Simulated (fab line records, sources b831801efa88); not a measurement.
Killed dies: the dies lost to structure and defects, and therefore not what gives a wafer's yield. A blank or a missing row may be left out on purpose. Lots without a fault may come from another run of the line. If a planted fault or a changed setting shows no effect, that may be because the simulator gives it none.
What tool caused it? | flow sky130 | 13 lots, 38 wafers sampled, at 5 steps of a route of 708

WHAT EACH GAUGE READ, for each wafer
SKY_METAL3_OVL_MEAS_14.
lot  | measured     | on         | METAL3_OVL (nm)
L621 | day 38 17:44 | overlay-01 | 10 8 9
L625 | day 39 21:59 | overlay-01 | 0 3 3
L626 | day 40 10:20 | overlay-01 | 10 10 6
L628 | day 41 07:28 | overlay-02 | 3 9 7
L633 | day 42 10:36 | overlay-01 | 10 11
L634 | day 42 12:44 | overlay-01 | 1 3 3
L636 | day 43 07:32 | overlay-02 | 3 6 6
L637 | day 43 12:02 | overlay-01 | 1 -1 2
L640 | day 43 20:53 | overlay-01 | 1 -2 3
L641 | day 44 03:11 | overlay-02 | -6 -1 -9
L643 | day 44 19:14 | overlay-02 | -4 0 -6
L644 | day 44 22:58 | overlay-02 | -5 -9 0
L642 | day 45 04:26 | overlay-01 | 3 1 -2

SKY_VIA3_THK_MEAS_01.
lot  | measured     | on            | VIA3_HDPCVD_THK (nm)
L621 | day 38 18:58 | film-metro-03 | 1646 1639 1648
L625 | day 39 23:07 | film-metro-03 | 1644 1641 1626
L626 | day 40 11:27 | film-metro-04 | 1658 1631 1669
L628 | day 41 08:38 | film-metro-03 | 1653 1656 1629
L633 | day 42 11:46 | film-metro-03 | 1624 1632
L634 | day 42 13:53 | film-metro-04 | 1641 1625 1623
L636 | day 43 08:55 | film-metro-04 | 1626 1611 1629
L637 | day 43 13:20 | film-metro-01 | 1621 1622 1607
L640 | day 43 22:01 | film-metro-03 | 1633 1628 1624
L641 | day 44 04:19 | film-metro-03 | 1616 1602 1621
L643 | day 44 20:22 | film-metro-04 | 1669 1628 1656
L644 | day 45 00:05 | film-metro-03 | 1614 1635 1611
L642 | day 45 05:41 | film-metro-03 | 1627 1631 1646

SKY_METAL4_CD_MEAS_13 targets a cd of 300 nm.
lot  | measured     | on        | cd-nm (nm)
L621 | day 41 21:08 | cd-sem-01 | 301.1 300.1 300.5
L625 | day 43 00:47 | cd-sem-01 | 301.4 299.6 300.2
L626 | day 43 14:34 | cd-sem-02 | 301.3 301.5 300.9
L628 | day 44 08:59 | cd-sem-02 | 298.2 298.5 298.8
L633 | day 45 09:28 | cd-sem-01 | 300.1 301.2
L634 | day 45 12:05 | cd-sem-01 | 298.5 298.5 298.5
L636 | day 46 04:43 | cd-sem-02 | 300.9 301.1 300.4
L637 | day 46 09:26 | cd-sem-01 | 300.9 301.5 300.5
L640 | day 46 16:38 | cd-sem-01 | 186.1 92.8 245.9
L641 | day 46 20:55 | cd-sem-02 | 160.6 120.4 239.6
L643 | day 47 13:52 | cd-sem-02 | 299.1 299.7 299.6
L644 | day 47 15:56 | cd-sem-01 | 297.9 298.8 299.1
L642 | day 47 20:16 | cd-sem-01 | 300.8 301.4 300.8

EACH LOT AND THE TOOL THAT RAN IT (in order: tool; ch and the chambers of the sampled wafers; start)
lot  | SKY_METAL3_METAL_ETCH_18          | SKY_METAL4_EXPOSE_10
L621 | rie-metal-04 ch 1, day 38 17:55   | krf-scanner-02 ch 0, day 41 10:20
L625 | rie-metal-04 ch 0,1, day 39 22:10 | krf-scanner-02 ch 0, day 42 14:16
L626 | rie-metal-03 ch 0,1, day 40 10:31 | krf-scanner-01 ch 0, day 43 03:19
L628 | rie-metal-02 ch 0,1, day 41 07:39 | krf-scanner-01 ch 0, day 43 21:26
L633 | rie-metal-02 ch 0,1, day 42 10:50 | krf-scanner-01 ch 0, day 44 22:04
L634 | rie-metal-03 ch 0,1, day 42 12:55 | krf-scanner-02 ch 0, day 45 00:55
L636 | rie-metal-04 ch 0, day 43 07:43   | krf-scanner-01 ch 0, day 45 17:52
L637 | rie-metal-04 ch 0, day 43 12:17   | krf-scanner-01 ch 0, day 45 22:31
L640 | rie-metal-02 ch 0,1, day 43 21:08 | krf-scanner-01 ch 0, day 46 07:32
L641 | rie-metal-03 ch 0,1, day 44 03:22 | krf-scanner-01 ch 0, day 46 12:38
L643 | rie-metal-04 ch 0,1, day 44 19:25 | krf-scanner-02 ch 0, day 47 04:53
L644 | rie-metal-04 ch 1, day 44 23:09   | krf-scanner-02 ch 0, day 47 07:07
L642 | rie-metal-03 ch 0, day 45 04:44   | krf-scanner-02 ch 0, day 47 10:49
- SKY_METAL3_METAL_ETCH_18: etches the open film in Cl2/BCl3, stops on SiO2, target depth 845 nm, time 183.1 s.
- SKY_METAL4_EXPOSE_10: exposes mask MM4, target cd 300 nm.

WHAT THE TOOLS THEMSELVES READ (means of the sampled wafers that have a number; where no wafer has one, the mark that the record gives instead)
SKY_METAL3_METAL_ETCH_18.
lot  | tool         | drypump-motor-current-A (A) | mfc-cl2-sccm (sccm) | oes-product-au (a.u.) | throttle-valve-pct (%)
L621 | rie-metal-04 | 5.9                         | 59.97               | 0.875                 | 22.269
L625 | rie-metal-04 | 5.7                         | 60.25               | 0.871                 | 22.267
L626 | rie-metal-03 | 6.1                         | 59.96               | 0.865                 | 22.278
L628 | rie-metal-02 | 5.8                         | 60.09               | 0.869                 | 22.270
L633 | rie-metal-02 | 5.8                         | 59.77               | 0.869                 | 22.264
L634 | rie-metal-03 | 6.1                         | 59.86               | 0.874                 | 22.262
L636 | rie-metal-04 | 5.3                         | 59.95               | 0.855                 | 22.253
L637 | rie-metal-04 | 5.4                         | 60.02               | 0.854                 | 22.269
L640 | rie-metal-02 | 5.8                         | 60.05               | 0.861                 | 22.264
L641 | rie-metal-03 | 6.1                         | 59.96               | 0.861                 | 22.260
L643 | rie-metal-04 | 5.6                         | 60.17               | 0.858                 | 22.259
L644 | rie-metal-04 | 5.9                         | 60.02               | 0.859                 | 22.271
L642 | rie-metal-03 | 5.8                         | 59.95               | 0.857                 | 22.264

THE ANSWER, worked out from the rows above alone
Rule: the lots themselves supply what counts as usual. The widest of any qualifying gaps counts: lots, ordered by their means at a reading, are off when they make up no more than a third of the lots, leave a main group of 4 or more, and stand apart from it by 3 or more times the standard deviation of that group's means. The tables above print the reading to a certain number of digits; a main group whose means all agree to those digits is not used. Also off: a lot with no number at a reading for which 4 or more lots have one. All remaining lots with rows at the step are treated as sound. The gauges are gone through in route order, then the tools' own readings, and for those a lot's mean is taken as printed above. At the first step where some lot is off, the reading lying furthest off is the one used; lots without a number count as furthest.
Off at SKY_METAL4_CD_MEAS_13 (cd-nm): L640, L641. For the main group the mean is 300.1 nm and the standard deviation 1.
If a tool, at a process step before that reading, ran all the lots that are off and no sound lot after the first of them, it fits. Gauges at SKY_METAL4_CD_MEAS_13: tried the same way as those tools. One candidate fits, namely krf-scanner-01 at SKY_METAL4_EXPOSE_10. A fault onset in the window from L637 (day 45 22:31, its last sound lot) to L640 (day 46 07:32, its first lot off) fits.

WHAT WAS PUT IN BY THE SIMULATOR
Process parameters drifting: krf-scanner-01 at SKY_METAL4_EXPOSE_10, beginning at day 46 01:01. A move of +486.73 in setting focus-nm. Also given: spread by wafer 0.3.
Lots struck among those shown: L640, L641. This agrees with what the rule above found.
